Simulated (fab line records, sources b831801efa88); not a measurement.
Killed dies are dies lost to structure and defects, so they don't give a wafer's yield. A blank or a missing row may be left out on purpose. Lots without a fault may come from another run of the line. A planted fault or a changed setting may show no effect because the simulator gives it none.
A struck lot beside a sound one | flow sky130 | 15 steps out of a route of 708
Sound: wafers L733.1, L733.5, L733.6. Struck: wafer L726.1. (L726.5 of the same lot was not struck and is left out.) The cause comes at the end.
At each step with rows: each side's tool, then ch and its chambers, then its first start. Under that, the readings that differ: sound wafers | struck wafers | difference of the means | sigmas: that difference in standard deviations of wafers without a fault.
alike: readings whose means differ by less than 2 such deviations, and words and numbers that are the same on both sides. not compared: withheld readings, readings that some wafer has no value for, bounds like >300 that may hide the same value, and numbers for which the record gives no deviation and whose values overlap.
The two part at a step that has a row with sigmas, a row that says differs or no value, or rows on one side only. Numbers that don't overlap but have no deviation are shown without sigmas and don't part them. A reading that every wafer of one side lacks parts them only if that side has two wafers or more.

SKY_VIA1_CD_MEAS_12: target cd 150 nm.
  sound on cd_sem-02, day 38 21:19; struck on cd_sem-01, day 36 09:23
  alike: cd_nm
SKY_VIA1_OVL_MEAS_13:
  sound on overlay-02, day 38 21:26; struck on overlay-01, day 36 09:31
  alike: VIA1_OVL
then, 1 step without rows for these wafers: SKY_VIA1_ETCH_14 (etches BARC in N2/H2, stops on SiO2, time 45.9 s, target depth 60 nm).
SKY_VIA1_ETCH_15: etches SiO2 in C4F8/O2/Ar, stops on TiN, target depth 351 nm, time 54 s.
  sound on rie_diel-02 ch 0,2,3, day 38 21:31; struck on rie_diel-04 ch 3, day 36 09:35
  alike: oes_product_au
  not compared: rf_hours_counter_h
SKY_VIA1_STRIP_16: strips in O2/N2.
  sound on plasma_asher-01 ch 0,1, day 38 21:34; struck on plasma_asher-01 ch 0, day 36 09:38
  reading                      | sound             | struck | difference | sigmas
  strip_time_to_endpoint_s (s) | 4.437 4.376 4.389 | 4.482  | +0.081     | +3
  alike: drypump_motor_current_A, n2_flow_sccm, o2_flow_sccm, oes_product_au
  not compared: rf_hours_counter_h
then, 3 steps without rows for these wafers: SKY_VIA1_STRIP_17 (strips in post etch residue remover, time 1200 s); SKY_VIA1_CLEAN_18 (cleans in IPA, time 180 s); SKY_VIA1_CLEAN_19 (cleans in O3/DIW).
SKY_VIA1_SPUTTER_20: material TiN, target thk 20 nm, time 80 s.
  sound on pvd_sputter-02, day 38 22:13; struck on pvd_sputter-04, day 36 10:14
  reading                | sound          | struck | difference | sigmas
  throttle_valve_pct (%) | 28.3 29.0 28.7 | 31.4   | +2.7       | +3
SKY_VIA1_CVD_21: deposits W, target thk 270 nm, time 80.902 s.
  sound on cvd_w-02 ch 0,1, day 38 22:16; struck on cvd_w-02 ch 0, day 36 10:17
  alike: heater_power_w
SKY_VIA1_RS_MEAS_22: measures by four-point-probe.
  sound on film_metro-02, day 38 22:22; struck on film_metro-02, day 36 10:23
  alike: VIA1_W_RS
SKY_VIA1_THK_MEAS_23: measures by xrf.
  sound on film_metro-02, day 38 22:29; struck on film_metro-02, day 36 10:30
  alike: VIA1_W_THK
SKY_VIA1_CMP_24: polishes, stops on SiO2, t overpolish 15 s, target thk 0 nm.
  sound on cmp-02 ch 0,1, day 38 22:32; struck on cmp-01 ch 2, day 36 10:34
  reading                | sound                | struck | difference | sigmas
  overpolish_run_s (s)   | 15.001 15.005 14.979 | 0.042  | -14.953    | -99 or more
  time_to_endpoint_s (s) | 64 66 63             | 105    | +41        | +12
  alike: motor_current_A, slurry_filter_dp_kPa
SKY_METAL2_SPUTTER_00: material Ti, target thk 15 nm, time 10 s.
  the record has rows for the sound wafers here (pvd_sputter-01, day 38 22:50) and none for the struck ones
-- the record jumps here: 11 days lie between the struck wafers' starts before and after (it left off in module METAL2 and takes up again in module PAD_OPEN, whose first step shown is number 708 of the route) --
SKY_PAD_OPEN_PROBE_99:
  sound on prober-01, day 49 13:40; struck on prober-02, day 47 15:13
  reading                  | sound          | struck | difference | sigmas
  defect_limited_yield (%) | 82.9 81.5 86.0 | 0      | -83        | -44
  killed_at_M0_to_M3       | 38 51 33       | 446    | +405       | +59
  killed_dies              | 84 91 69       | 492    | +411       | +43
  killed_on_rim            | 17 18 15       | 96     | +79        | +20
  killed_short             | 39 39 31       | 53     | +17        | +3
  sort_bin_3_pad_short (%) | 1.0 0.6 0.4    | 81.5   | +80.8      | +99 or more
  sort_bin_5_function (%)  | 9.3 10.8 7.9   | 12.6   | +3.3       | +2
  sort_n_pass              | 408 401 423    | 0      | -411       | -43
  sort_yield_pct (%)       | 82.9 81.5 86.0 | 0      | -83        | -44
  alike: killed_at_M4_up, killed_at_contacts, killed_at_front_end, killed_at_other, killed_open, sort_bin_6_memory

WHERE THEY PART
First at SKY_VIA1_STRIP_16; last, within this record, at SKY_PAD_OPEN_PROBE_99.

WHY: what the simulator had put in
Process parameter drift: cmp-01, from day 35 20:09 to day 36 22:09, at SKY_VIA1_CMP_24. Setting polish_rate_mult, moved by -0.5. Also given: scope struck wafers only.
